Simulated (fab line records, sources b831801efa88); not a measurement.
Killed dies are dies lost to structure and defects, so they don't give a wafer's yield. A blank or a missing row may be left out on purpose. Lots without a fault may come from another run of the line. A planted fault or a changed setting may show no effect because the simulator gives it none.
Problem report in the 8D (eight disciplines) form, filled by code | flow sky130 | the parts of the form that need people (team, actions taken, sign-off) are left out

1. THE PROBLEM
beam_energy_keV at SKY_LDD_LDN_IMPLANT_09 reads a mean of 17.995 on 6 wafers of 2 lots; wafers without a fault read 15.000 with a standard deviation of 0.0047. That is +99 or more standard deviations from the usual mean.
First seen on wafer L386.1, day 29 07:54, on implanter-01. The record holds 18 wafers of 6 lots with a number at this step. Rule for "out", or "out of limits": more than 4 standard deviations from the usual mean. The other wafers with a number count as sound.

2. WHAT IT IS AND WHAT IT IS NOT
question                    | is                     | is not
which readings at this step | beam_energy_keV        | dose_ions_cm2
which lots                  | L386, L388             | L369, L371, L373, L389
which wafers of those lots  | all that have a number | -
read on which tools         | implanter-01           | implanter-02, implanter-03
when                        | from day 29 07:54      | up to then (9 sound wafers); but 3 sound wafers of L389 came after

3. SUSPECTS, AND WHAT RULES EACH OUT
Counting: a tool at a process step up to the reading stays a suspect if it ran every lot that is out and no sound lot after the first of them.
- implanter-01 at SKY_LDD_LDN_IMPLANT_09: kept. It ran every lot that is out, first L386 (day 29 07:54), and no sound lot after that; its last sound lot up to then is L373 (day 25 00:24). Its own readings are out on those wafers: beam_energy_keV.
Left after counting: implanter-01 at SKY_LDD_LDN_IMPLANT_09.

4. THE CAUSE (what the simulator had put in)
Process parameter drift: implanter-01, from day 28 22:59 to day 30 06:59, at SKY_LDD_LDN_IMPLANT_09. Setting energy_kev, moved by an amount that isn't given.
Counting left only this tool.

5. THE CHAIN OF EFFECTS, in route order
Each row: a reading whose mean over the struck wafers that have a number lies more than 3 standard deviations from the usual. Only readings for which the record gives a usual standard deviation are gone through. hours: the time from each lot's start at the first step in this table that gives one to its start at this step, as a median over the lots. sigmas: the change in usual standard deviations.
hours | step                   | reading         | usual  | on struck wafers | change | sigmas
0     | SKY_LDD_LDN_IMPLANT_09 | beam_energy_keV | 15.000 | 17.995           | +2.995 | +99 or more
The process steps in it:
- SKY_LDD_LDN_IMPLANT_09

6. WHAT WOULD HAVE CAUGHT IT SOONER
In this record the first reading out of limits was taken at day 29 07:54, 9 hours after the fault began at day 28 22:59.
